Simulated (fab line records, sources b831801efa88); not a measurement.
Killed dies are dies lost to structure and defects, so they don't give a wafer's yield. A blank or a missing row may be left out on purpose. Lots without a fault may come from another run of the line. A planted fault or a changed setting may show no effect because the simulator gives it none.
Which tool did it? | flow sky130 | 11 lots, 33 wafers sampled, at 4 steps of a route of 708

WHAT THE GAUGES READ, wafer by wafer
SKY_CONTACT_THK_MEAS_03.
lot  | measured     | on            | CONTACT_HDPCVD_THK (nm)
L603 | day 30 18:35 | film_metro-02 | 560 563 566
L604 | day 31 02:36 | film_metro-02 | 565 567 564
L605 | day 31 11:13 | film_metro-03 | 567 567 555
L606 | day 32 00:19 | film_metro-03 | 566 556 558
L608 | day 32 08:04 | film_metro-03 | 566 570 565
L612 | day 33 10:04 | film_metro-02 | 563 568 566
L617 | day 35 06:58 | film_metro-03 | 558 571 570
L619 | day 35 21:34 | film_metro-02 | 560 563 569
L621 | day 36 17:40 | film_metro-04 | 566 556 554
L623 | day 36 18:28 | film_metro-02 | 568 568 564
L625 | day 37 08:54 | film_metro-04 | 559 564 562

WHICH TOOL RAN EACH LOT (tool, then ch and the chambers of the sampled wafers, then the start)
lot  | SKY_LI_CONTACT_ETCH_14             | SKY_LOCAL_INTERCONNECT_ETCH_13    | SKY_LOCAL_INTERCONNECT_STRIP_15
L603 | rie_diel-03 ch 0,2,3, day 29 12:01 | rie_metal-03 ch 0,1, day 30 17:43 | plasma_asher-01 ch 0,1, day 30 17:50
L604 | rie_diel-04 ch 2,3, day 29 19:52   | rie_metal-03 ch 0,1, day 31 01:19 | plasma_asher-01 ch 0,1, day 31 01:25
L605 | rie_diel-03 ch 1,2,3, day 30 04:58 | rie_metal-03 ch 0,1, day 31 10:19 | plasma_asher-01 ch 0,1, day 31 10:25
L606 | rie_diel-03 ch 1,2,3, day 30 18:03 | rie_metal-03 ch 0,1, day 31 23:25 | plasma_asher-03 ch 0,1, day 31 23:31
L608 | rie_diel-04 ch 1,2,3, day 31 02:09 | rie_metal-04 ch 0, day 32 06:58   | plasma_asher-01 ch 0,1, day 32 07:16
L612 | rie_diel-01 ch 1,2, day 32 05:13   | rie_metal-03 ch 0, day 33 09:04   | plasma_asher-04 ch 0,1, day 33 09:17
L617 | rie_diel-04 ch 0,2, day 34 01:46   | rie_metal-03 ch 0,1, day 35 05:58 | plasma_asher-04 ch 0,1, day 35 06:05
L619 | rie_diel-01 ch 1,2, day 34 17:31   | rie_metal-03 ch 0,1, day 35 20:40 | plasma_asher-04 ch 0,1, day 35 20:47
L621 | rie_diel-01 ch 0,1, day 35 14:04   | rie_metal-03 ch 0,1, day 36 16:46 | plasma_asher-04 ch 0,1, day 36 16:52
L623 | rie_diel-01 ch 0,1,2, day 35 14:54 | rie_metal-02 ch 0, day 36 17:29   | plasma_asher-04 ch 0,1, day 36 17:41
L625 | rie_diel-04 ch 1,2,3, day 36 04:45 | rie_metal-02 ch 0,1, day 37 08:01 | plasma_asher-01 ch 0, day 37 08:08
- SKY_LI_CONTACT_ETCH_14: etches BARC in N2/H2, stops on SiO2, time 45.9 s, target depth 60 nm.
- SKY_LOCAL_INTERCONNECT_ETCH_13: etches BARC in N2/H2, stops on SiO2, time 45.9 s, target depth 60 nm.
- SKY_LOCAL_INTERCONNECT_STRIP_15: strips in O2/N2.

THE ANSWER, worked out from the rows above alone
Rule: what is usual is taken from the lots themselves. Put in order of their means at a reading, lots are off if they are a third of the lots or fewer, leave a main group of 4 or more, and stand apart from it by a gap of 3 or more times the standard deviation of the main group's means; of several such gaps the widest counts. A main group whose means are all the same, to the digits that the tables above print for the reading, isn't used. A lot without any number at a reading at which 4 lots or more have one is off too. The other lots that the step has rows for count as sound.
No lot is off at any reading shown: from this, nothing can be told.

WHAT THE SIMULATOR HAD PUT IN
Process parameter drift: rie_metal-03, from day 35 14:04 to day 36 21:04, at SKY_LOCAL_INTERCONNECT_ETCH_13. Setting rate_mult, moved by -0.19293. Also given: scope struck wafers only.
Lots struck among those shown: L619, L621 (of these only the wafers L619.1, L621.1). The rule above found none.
